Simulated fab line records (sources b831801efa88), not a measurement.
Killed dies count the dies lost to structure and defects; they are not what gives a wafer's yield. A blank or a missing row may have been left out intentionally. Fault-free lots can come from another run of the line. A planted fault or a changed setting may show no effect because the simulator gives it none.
fab line records | flow sky130
record: lots: 6 wafers: 18 lastDay: 50
route steps=708 shown VIA3@586 METAL4@598 PAD_OPEN@708
lots with no fault: from the same line, run without faults
startH: start of the lot's first displayed wafer, in hours after the record's first day | waitH: how many hours have passed since the lot's step before this one | " repeats the value in the row above | L1.1+2: one row covering several wafers at once | - no value, or no start given | * or withheld: withheld | < > ~ a bound
route shown NAME@n: a module of which the file shows steps, and the number in the route of the first | usual: mean/standard deviation of fault-free wafers | same: alike in all rows | chamber/n: place in a boat | sites: each site's reading | _std_site: standard deviation across them | _edge_site: the outer-site mean with the inner-site mean subtracted | radiusMm: how far each site lies from the wafer's centre | mask NAME#n: copy n | behind: the most recent tool/chamber to have shaped the wafer | hold: what put the lot on hold/how long, in hours/how the hold closed | device: whichever transistor did not switch (one of n, p or np) | end of line: the tests these same wafers got at the end of their route | where a step has no rows: the recipe by itself | killed: at the first sort, the dies lost to defects and structure; wafer yield is something else | map: shows each die of a wafer: x if killed, . if not, _ if none is there
set.NAME: the run value of the setting; set.NAME@STEP: its run value at that earlier step | model.NAME: the simulator's own value behind a step, which no gauge read
a table for each step, a row for each wafer; lots at some steps of the route
services: the hour from which a tool's chamber was out of use, counted from the record's first day as startH (under 0 if before that day), plus the number of hours and why
== steps ==
step: SKY_VIA3_OVL_MEAS_13
usual: VIA3_OVL: -8/5.4
columns lot.wafer tool chamber startH waitH VIA3_OVL[nm]
L568.1 overlay-02 - 929.14 0.1 -10
L568.2 " - " " -4
L568.3 " - " " -11
L577.1 overlay-02 - 1000.92 0.1 -11
L577.2 " - " " -8
L577.6 " - " " -7
L578.2 overlay-01 - 1004.34 0.1 -14
L578.4 " - " " -4
L578.6 " - " " -11
L582.2 overlay-02 - 1031.89 0.1 -3
L582.4 " - " " -13
L582.6 " - " " -10
L584.1 overlay-02 - 1040.55 0.1 -3
L584.3 " - " " -1
L584.5 " - " " -3
L589.1 overlay-02 - 1071.92 0.1 1
L589.2 " - " " -8
L589.3 " - " " 0
step: SKY_VIA3_ETCH_14
recipe: chemistry: N2/H2 target: BARC ionEnergyEv: 200 sourceW: 500 biasW: 100 pressureMtorr: 30 n2FlowSccm: 100 h2FlowSccm: 200 stopOn: SiO2 timeS: 45.9 targetDepthA: 600
usual: chamberPressureMTorr: 30.00/0.036 drypumpMotorCurrentA: 5.6/0.44 oesProductAu: 0.855/0.0045 throttleValvePct: 13.225/0.0097
columns lot.wafer tool chamber startH waitH chamberPressureMTorr drypumpMotorCurrentA oesProductAu rfHoursCounterH throttleValvePct
L568.1 rieDiel-01 0 929.17 0.0 29.99 5.4 0.862 19 13.224
L568.2 " 3 " " 29.99 6.3 0.854 9 13.229
L568.3 " 1 " " 29.98 5.7 0.850 5 13.236
L577.1 rieDiel-04 3 1000.96 0.0 29.94 6.5 0.856 31 13.216
L577.2 " 0 " " 30.03 5.5 0.852 20 13.219
L577.6 " 2 " " 29.99 5.6 0.855 - 13.220
L578.2 rieDiel-01 1 1004.37 0.0 29.96 5.7 0.858 7 13.194
L578.4 " 2 " " 30.00 5.2 0.855 21 13.223
L578.6 " 3 " " 29.98 6.3 0.852 - 13.223
L582.2 rieDiel-02 2 1031.92 0.0 29.99 6.5 0.856 7 13.223
L582.4 " 0 " " 30.00 5.4 0.852 12 13.242
L582.6 " 3 " " 30.01 5.2 0.855 - 13.226
L584.1 rieDiel-04 1 1040.59 0.0 30.00 5.2 0.856 21 13.224
L584.3 " 0 " " 30.05 5.5 0.852 21 13.220
L584.5 " 2 " " 29.97 5.6 0.851 - 13.244
L589.1 rieDiel-02 2 1071.96 0.0 29.97 6.5 0.857 8 13.219
L589.2 " 3 " " 30.03 5.2 0.856 11 13.206
L589.3 " 0 " " 30.01 5.5 0.860 13 13.219
step: SKY_VIA3_ETCH_15
recipe: target: SiO2 chemistry: C4F8/O2/Ar targetDepthNm: 507 stopOn: TiN maskMaterial: KrF-thick sourceW: 1500 biasW: 1200 pressureMtorr: 40 c4f8FlowSccm: withheld O2_flow_sccm: 6 Ar_flow_sccm: 300 timeS: 78
usual: chamberPressureMTorr: 40.00/0.039 oesProductAu: 0.946/0.0052
columns lot.wafer tool chamber startH waitH chamberPressureMTorr oesProductAu rfHoursCounterH
L568.1 rieDiel-01 0 929.21 0.0 39.95 0.933 19
L568.2 " 3 " " 40.07 0.942 9
L568.3 " 1 " " 39.94 0.953 5
L577.1 rieDiel-04 3 1001.00 0.0 39.96 0.941 31
L577.2 " 0 " " 40.07 0.957 20
L577.6 " 2 " " 40.01 0.946 -
L578.2 rieDiel-01 1 1004.42 0.0 40.03 0.952 7
L578.4 " 2 " " 39.97 0.939 21
L578.6 " 3 " " 39.91 0.946 -
L582.2 rieDiel-02 2 1031.97 0.0 40.04 0.951 7
L582.4 " 0 " " 40.04 0.942 12
L582.6 " 3 " " 40.03 0.936 -
L584.1 rieDiel-04 1 1040.63 0.0 39.99 0.941 21
L584.3 " 0 " " 40.07 0.942 21
L584.5 " 2 " " 40.00 0.941 -
L589.1 rieDiel-02 2 1072.00 0.0 39.97 0.948 8
L589.2 " 3 " " 40.00 0.942 11
L589.3 " 0 " " 39.96 0.937 13
step: SKY_VIA3_STRIP_16
recipe: chemistry: O2/N2 powerW: 1400 pressureMtorr: 1500 platenTempC: withheld o2FlowSccm: 3000 n2FlowSccm: 300 overashFraction: 0.5
usual: chamberPressureMTorr: 1499.9/1.4 drypumpMotorCurrentA: 5.50/0.3 oesProductAu: 0.403/0.0044 stripTimeToEndpointS: 4.140/0.022
columns lot.wafer tool chamber startH waitH chamberPressureMTorr drypumpMotorCurrentA oesProductAu rfHoursCounterH stripTimeToEndpointS
L568.1 plasmaAsher-02 0 929.27 0.0 1499.0 5.80 0.402 104 4.164
L568.2 " 1 " " 1498.2 4.74 0.401 104 4.147
L568.3 " 1 " " 1499.0 4.75 0.407 - 4.133
L577.1 plasmaAsher-01 1 1001.06 0.0 1498.8 5.53 0.405 26 4.108
L577.2 " 0 " " 1497.5 5.59 0.400 26 4.150
L577.6 " 1 " " 1499.2 5.50 0.407 - 4.145
L578.2 plasmaAsher-01 1 1004.48 0.0 1499.2 5.51 0.403 27 4.157
L578.4 " 1 " " 1498.3 5.52 0.400 - 4.174
L578.6 " 1 " " 1500.5 5.55 0.400 - 4.141
L582.2 plasmaAsher-01 0 1032.03 0.0 1499.3 5.59 0.401 32 4.151
L582.4 " 1 " " 1500.2 5.54 0.405 - 4.126
L582.6 " 0 " " 1500.3 5.58 0.398 - 4.108
L584.1 plasmaAsher-01 0 1040.69 0.0 1499.7 5.57 0.401 33 4.139
L584.3 " 1 " " 1498.5 5.50 0.405 - 4.160
L584.5 " 1 " " 1499.1 5.52 0.405 - 4.160
L589.1 plasmaAsher-02 1 1072.06 0.0 1499.3 4.75 0.406 1 4.159
L589.2 " 0 " " 1499.4 5.82 0.398 1 4.114
L589.3 " 0 " " 1503.4 5.84 0.401 - 4.155
step: SKY_VIA3_STRIP_17
recipe: chemistry: postEtchResidueRemover timeS: 1200 tempC: 72.5
step: SKY_VIA3_CLEAN_18
recipe: chemistry: IPA timeS: 180 tempC: 25
step: SKY_VIA3_CLEAN_19
recipe: chemistry: O3/DIW dry: n2Spin
step: SKY_VIA3_SPUTTER_20
recipe: material: TiN targetThkNm: 20 chamberPressurePa: 5 powerW: 4000 timeS: 80
usual: throttleValvePct: 30.2/0.89
columns lot.wafer tool chamber startH waitH throttleValvePct
L568.1 pvdSputter-04 - 929.87 0.0 30.7
L568.2 " - " " 30.2
L568.3 " - " " 29.8
L577.1 pvdSputter-01 - 1001.65 0.0 32.0
L577.2 " - " " 30.7
L577.6 " - " " 29.2
L578.2 pvdSputter-02 - 1005.08 0.0 31.3
L578.4 " - " " 29.9
L578.6 " - " " 30.0
L582.2 pvdSputter-02 - 1032.62 0.0 31.6
L582.4 " - " " 29.8
L582.6 " - " " 29.6
L584.1 pvdSputter-01 - 1041.28 0.0 32.1
L584.3 " - " " 29.3
L584.5 " - " " 31.9
L589.1 pvdSputter-01 - 1072.65 0.0 30.8
L589.2 " - " " 32.1
L589.3 " - " " 30.1
step: SKY_VIA3_CVD_21
recipe: material: W targetThkNm: 390 timeS: 117.31 tempC: 400 pressureTorr: 40
step: SKY_VIA3_RS_MEAS_22
recipe: thkMeasGauge: four-point-probe reads: W_of_VIA3_CVD_21+TiN_of_VIA3_SPUTTER_20
usual: VIA3_W_RS: 0.290/0.0066
columns lot.wafer tool chamber startH waitH VIA3_W_RS[ohm/sq]
L568.1 filmMetro-04 - 930.05 0.1 0.281
L568.2 " - " " 0.295
L568.3 " - " " 0.282
L577.1 filmMetro-04 - 1001.84 0.1 0.294
L577.2 " - " " 0.292
L577.6 " - " " 0.294
L578.2 filmMetro-04 - 1005.28 0.1 0.292
L578.4 " - " " 0.294
L578.6 " - " " 0.295
L582.2 filmMetro-03 - 1032.82 0.1 0.291
L582.4 " - " " 0.277
L582.6 " - " " 0.278
L584.1 filmMetro-03 - 1041.47 0.1 0.296
L584.3 " - " " 0.291
L584.5 " - " " 0.293
L589.1 filmMetro-03 - 1072.84 0.1 0.279
L589.2 " - " " 0.293
L589.3 " - " " 0.290
step: SKY_VIA3_THK_MEAS_23
recipe: thkMeasGauge: xrf reads: W_of_VIA3_CVD_21
usual: VIA3_W_THK: 390/9.4
columns lot.wafer tool chamber startH waitH VIA3_W_THK[nm]
L568.1 filmMetro-04 - 930.17 0.1 404
L568.2 " - " " 388
L568.3 " - " " 405
L577.1 filmMetro-04 - 1001.96 0.1 389
L577.2 " - " " 392
L577.6 " - " " 388
L578.2 filmMetro-04 - 1005.39 0.1 391
L578.4 " - " " 391
L578.6 " - " " 389
L582.2 filmMetro-03 - 1032.93 0.1 382
L582.4 " - " " 402
L582.6 " - " " 402
L584.1 filmMetro-03 - 1041.59 0.1 377
L584.3 " - " " 380
L584.5 " - " " 383
L589.1 filmMetro-03 - 1072.96 0.1 398
L589.2 " - " " 384
L589.3 " - " " 382
step: SKY_VIA3_CMP_24
recipe: stopOn: SiO2 tOverpolishS: 20 downForcePsi: 3.5 platenRpm: 60 targetThkNm: 0 padVelocityMS: 0.94248
step: SKY_METAL4_SPUTTER_00
recipe: material: Ti targetThkNm: 15 powerW: 3000 timeS: 10 chamberPressurePa: 0.4
usual: throttleValvePct: 30.6/1
columns lot.wafer tool chamber startH waitH throttleValvePct model.Ti_of_METAL4_SPUTTER_00.thkNm
L568.1 pvdSputter-04 - 930.53 0.1 29.3 14.89
L568.2 " - " " 30.7 14.86
L568.3 " - " " 30.3 14.8
L577.1 pvdSputter-04 - 1002.32 0.2 30.3 20.46
L577.2 " - " " 29.3 20.23
L577.6 " - " " 29.7 14.98
L578.2 pvdSputter-04 - 1005.74 0.1 30.5 20.48
L578.4 " - " " 30.4 15.13
L578.6 " - " " 29.5 15.05
L582.2 pvdSputter-01 - 1033.28 0.1 29.8 14.98
L582.4 " - " " 32.1 14.96
L582.6 " - " " 30.8 15.06
L584.1 pvdSputter-03 - 1042.30 0.2 31.9 14.89
L584.3 " - " " 32.4 14.75
L584.5 " - " " 30.3 14.98
L589.1 pvdSputter-03 - 1073.32 0.1 32.0 14.81
L589.2 " - " " 30.3 14.85
L589.3 " - " " 31.9 14.83
step: SKY_METAL4_SPUTTER_01
recipe: material: TiN targetThkNm: 20 powerW: 6500 timeS: 16.7 chamberPressurePa: 0.4
usual: throttleValvePct: 30.6/1
columns lot.wafer tool chamber startH waitH throttleValvePct
L568.1 pvdSputter-04 - 930.55 0.0 29.3
L568.2 " - " " 30.4
L568.3 " - " " 30.0
L577.1 pvdSputter-04 - 1002.34 0.0 30.3
L577.2 " - " " 29.4
L577.6 " - " " 29.3
L578.2 pvdSputter-04 - 1005.77 0.0 30.9
L578.4 " - " " 30.3
L578.6 " - " " 29.2
L582.2 pvdSputter-01 - 1033.30 0.0 29.9
L582.4 " - " " 32.3
L582.6 " - " " 30.8
L584.1 pvdSputter-03 - 1042.32 0.0 31.9
L584.3 " - " " 32.1
L584.5 " - " " 30.1
L589.1 pvdSputter-03 - 1073.34 0.0 31.8
L589.2 " - " " 29.9
L589.3 " - " " 31.7
step: SKY_PAD_OPEN_PROBE_99
usual: defectLimitedYield: 82.5/2 killed_at_M0_to_M3: 44/7 killed_at_M4_up: 3.0/1.7 killedAtContacts: 24/5.2 killedAtFrontEnd: 15/4.8 killedDies: 86/9.7 killedOpen: 47/7.1 killedShort: 39/6.3 sort_bin_3_pad_short: 0.9/0.4 sort_bin_5_function: 10.3/1.6 sort_bin_6_memory: 6.3/1.2 sortNPass: 406/9.7 sortYieldPct: 82.5/2
same: grossDies: 492 killedAtBackSide: 0 killedAtOther: 0 sort_bin_4_leakage[%]: 0 sort_bin_8_speed[%]: 0
columns lot.wafer tool chamber startH waitH defectLimitedYield[%] killed_at_M0_to_M3 killed_at_M4_up killedAtContacts killedAtFrontEnd killedDies killedOpen killedShort sort_bin_3_pad_short[%] sort_bin_5_function[%] sort_bin_6_memory[%] sortNPass sortYieldPct[%]
L568.1 prober-02 - 1077.94 0.1 79.5 55 3 24 19 101 49 51 0.6 13.6 6.3 391 79.5
L568.2 prober-02 - 1077.99 0.1 80.9 53 2 20 19 94 58 36 0.8 11.0 7.3 398 80.9
L568.3 prober-02 - 1078.04 0.2 81.9 52 2 16 19 89 53 34 1.0 10.0 7.1 403 81.9
L577.1 prober-01 - 1139.41 0.1 80.5 38 4 32 22 96 54 42 0.8 12.2 6.5 396 80.5
L577.2 prober-01 - 1139.46 0.1 84.6 30 1 27 18 76 47 29 1.2 9.3 4.9 416 84.6
L577.6 prober-01 - 1139.66 0.2 81.5 41 2 27 21 91 51 40 0.8 12.0 5.7 401 81.5
L578.2 prober-02 - 1141.17 0.1 84.6 36 5 23 12 76 37 39 0.8 8.7 5.9 416 84.6
L578.4 prober-02 - 1141.27 0.2 85.0 36 4 24 10 74 35 39 1.0 9.3 4.7 418 85.0
L578.6 prober-02 - 1141.37 0.2 82.5 49 2 23 12 86 46 40 0.6 9.6 7.3 406 82.5
L582.2 prober-02 - 1163.87 0.1 80.9 38 5 27 24 94 53 41 0.8 11.0 7.3 398 80.9
L582.4 prober-02 - 1163.97 0.2 83.1 43 5 17 18 83 44 39 1.6 8.9 6.3 409 83.1
L582.6 prober-02 - 1164.07 0.2 78.7 54 1 28 22 105 63 42 1.0 14.0 6.3 387 78.7
L584.1 prober-01 - 1170.69 0.1 84.8 39 5 21 10 75 43 32 0.4 9.3 5.5 417 84.8
L584.3 prober-01 - 1170.79 0.2 84.1 44 3 16 15 78 40 38 1.4 9.8 4.7 414 84.1
L584.5 prober-01 - 1170.89 0.2 84.6 40 2 23 11 76 36 39 0.4 9.1 5.9 416 84.6
L589.1 prober-02 - 1193.95 0.1 78.7 54 4 27 20 105 62 43 0.2 14.4 6.7 387 78.7
L589.2 prober-02 - 1194.00 0.1 79.7 43 4 32 21 100 57 43 0.4 12.6 7.3 392 79.7
L589.3 prober-02 - 1194.05 0.2 83.1 36 2 30 15 83 50 33 0.8 11.2 4.9 409 83.1
killed by level:class
L568.1 FIELD_ISO:geometricParticle:short=10 VIA1:geometricParticle:open=9 VIA1:geometricParticle:short=8 FIELD_ISO:geometricParticle:open=7 LI_CONTACT:geometricParticle:open=7 CONTACT:geometricParticle:open=7 VIA2:geometricParticle:open=7 METAL2:geometricParticle:short=7
L568.2 VIA1:geometricParticle:open=12 VIA2:geometricParticle:open=11 CONTACT:geometricParticle:open=9 METAL1:geometricParticle:short=7 FIELD_ISO:geometricParticle:open=6 VIA1:geometricParticle:short=6 POLY_GATE:geometricParticle:open=5 METAL2:geometricParticle:short=5
L568.3 VIA1:geometricParticle:open=13 VIA2:geometricParticle:open=9 METAL2:geometricParticle:short=8 CONTACT:geometricParticle:open=7 POLY_GATE:geometricParticle:open=6 METAL1:geometricParticle:short=5 FIELD_ISO:geometricParticle:open=4 LI_CONTACT:geometricParticle:open=4
L577.1 VIA1:geometricParticle:open=13 CONTACT:geometricParticle:open=12 METAL2:geometricParticle:short=9 FIELD_ISO:geometricParticle:open=7 CONTACT:geometricParticle:short=6 LI_CONTACT:geometricParticle:open=5 FIELD_ISO:geometricParticle:short=4 POLY_GATE:geometricParticle:short=4
L577.2 CONTACT:geometricParticle:open=12 VIA1:geometricParticle:open=9 FIELD_ISO:geometricParticle:open=6 LI_CONTACT:geometricParticle:open=6 VIA2:geometricParticle:open=5 FIELD_ISO:geometricParticle:short=4 VIA1:geometricParticle:short=4 POLY_GATE:geometricParticle:open=4
L577.6 VIA1:geometricParticle:open=11 POLY_GATE:geometricParticle:open=8 CONTACT:geometricParticle:short=8 CONTACT:geometricParticle:open=8 LI_CONTACT:geometricParticle:open=6 VIA2:geometricParticle:open=6 FIELD_ISO:geometricParticle:open=5 VIA3:geometricParticle:open=5
L578.2 VIA1:geometricParticle:open=9 CONTACT:geometricParticle:open=8 METAL1:geometricParticle:short=6 VIA3:geometricParticle:open=6 LI_CONTACT:geometricParticle:open=5 VIA1:geometricParticle:short=5 FIELD_ISO:geometricParticle:short=4 CONTACT:geometricParticle:short=4
L578.4 VIA1:geometricParticle:open=10 LOCAL_INTERCONNECT:geometricParticle:short=6 CONTACT:geometricParticle:short=6 CONTACT:geometricParticle:open=5 METAL1:geometricParticle:open=4 VIA3:geometricParticle:open=4 METAL4:geometricParticle:short=4 FIELD_ISO:geometricParticle:open=3
L578.6 VIA1:geometricParticle:open=11 LI_CONTACT:geometricParticle:open=9 VIA1:geometricParticle:short=7 CONTACT:geometricParticle:open=6 METAL1:geometricParticle:short=6 VIA2:geometricParticle:open=5 POLY_GATE:geometricParticle:short=4 METAL2:geometricParticle:short=4
L582.2 VIA1:geometricParticle:open=11 CONTACT:geometricParticle:open=10 LOCAL_INTERCONNECT:geometricParticle:short=6 VIA3:geometricParticle:open=6 FIELD_ISO:geometricParticle:open=5 METAL2:geometricParticle:short=5 LI_CONTACT:geometricParticle:open=5 POLY_GATE:geometricParticle:open=4
L582.4 VIA1:geometricParticle:open=8 FIELD_ISO:geometricParticle:open=6 CONTACT:geometricParticle:short=6 LI_CONTACT:geometricParticle:open=6 VIA3:geometricParticle:open=6 FIELD_ISO:geometricParticle:short=5 METAL1:geometricParticle:short=5 VIA1:geometricParticle:short=5
L582.6 VIA1:geometricParticle:open=21 LI_CONTACT:geometricParticle:open=12 METAL1:geometricParticle:short=10 CONTACT:geometricParticle:open=9 POLY_GATE:geometricParticle:short=7 VIA1:geometricParticle:short=6 FIELD_ISO:geometricParticle:short=5 FIELD_ISO:geometricParticle:open=4
L584.1 VIA1:geometricParticle:open=8 LI_CONTACT:geometricParticle:open=7 VIA2:geometricParticle:open=6 FIELD_ISO:geometricParticle:open=4 LOCAL_INTERCONNECT:geometricParticle:short=4 CONTACT:geometricParticle:short=4 METAL2:geometricParticle:short=4 METAL2:geometricParticle:open=4
L584.3 CONTACT:geometricParticle:open=8 VIA2:geometricParticle:open=7 VIA1:geometricParticle:open=6 POLY_GATE:geometricParticle:short=5 METAL1:geometricParticle:short=5 VIA1:geometricParticle:short=5 METAL2:geometricParticle:short=5 VIA3:geometricParticle:open=5
L584.5 VIA2:geometricParticle:open=9 CONTACT:geometricParticle:open=8 LI_CONTACT:geometricParticle:open=6 METAL1:geometricParticle:short=6 POLY_GATE:geometricParticle:short=4 LOCAL_INTERCONNECT:geometricParticle:short=4 METAL3:geometricParticle:short=4 METAL2:geometricParticle:short=4
L589.1 VIA1:geometricParticle:open=18 CONTACT:geometricParticle:open=11 LI_CONTACT:geometricParticle:open=9 FIELD_ISO:geometricParticle:open=7 METAL1:geometricParticle:short=7 VIA3:geometricParticle:short=6 FIELD_ISO:geometricParticle:short=4 VIA3:geometricParticle:open=4
L589.2 CONTACT:geometricParticle:open=17 VIA1:geometricParticle:open=11 CONTACT:geometricParticle:short=8 VIA1:geometricParticle:short=8 FIELD_ISO:geometricParticle:open=7 FIELD_ISO:geometricParticle:short=6 VIA3:geometricParticle:open=6 METAL1:geometricParticle:short=6
L589.3 CONTACT:geometricParticle:open=10 LI_CONTACT:geometricParticle:open=10 VIA1:geometricParticle:open=8 VIA2:geometricParticle:open=8 FIELD_ISO:geometricParticle:short=5 LOCAL_INTERCONNECT:geometricParticle:short=5 METAL1:geometricParticle:short=4 VIA3:geometricParticle:open=4
== services ==
columns tool chamber startH hours kind
pvdSputter-01 - 918.80 6.6 repair
rieDiel-04 - 939.67 0.3 repair
rieDiel-04 2 941.71 13.9 repair
rieDiel-01 2 943.47 7.2 repair
rieDiel-02 3 952.31 7.9 repair
pvdSputter-04 - 963.20 8.8 repair
plasmaAsher-02 - 984.34 15.6 pm
pvdSputter-04 - 992.93 1.3 repair
plasmaAsher-02 - 1010.77 29.0 pm
rieDiel-01 3 1018.48 4.0 repair
rieDiel-04 3 1030.07 - clean
rieDiel-04 3 1030.07 36.6 scheduledDown
rieDiel-04 3 1030.07 36.6 ventCycle
plasmaAsher-02 - 1039.74 2.8 pm
pvdSputter-04 - 1049.80 10.7 repair
plasmaAsher-02 - 1055.25 9.0 pm
plasmaAsher-02 0 1055.25 9.0 ventCycle
plasmaAsher-02 1 1055.25 9.0 ventCycle
plasmaAsher-02 0 1064.25 - clean
plasmaAsher-02 1 1064.25 - clean
pvdSputter-04 - 1066.53 0.6 repair
rieDiel-02 1 1071.83 - clean
rieDiel-02 1 1071.83 35.1 scheduledDown
rieDiel-02 1 1071.83 35.1 ventCycle
== key ==
firstSign none at tools or gauges
modelEffect: step: SKY_METAL4_SPUTTER_00 value: Ti_of_METAL4_SPUTTER_00.thkNm without: 15.02 struck: 20.39
metAt SKY_METAL4_SPUTTER_00
struckWafers L577.1,L577.2,L578.2
onsetBetween 930.53 1002.32
fault: kind: processParameterDrift tool: pvdSputter-04 chamber: - onsetH: 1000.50 steps: SKY_METAL4_SPUTTER_00 channel: targetThkNm offset: 5.3688 shape: step endH: 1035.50 scope: struckWafersOnly actsIn: theseRecipesOnly stated: 15
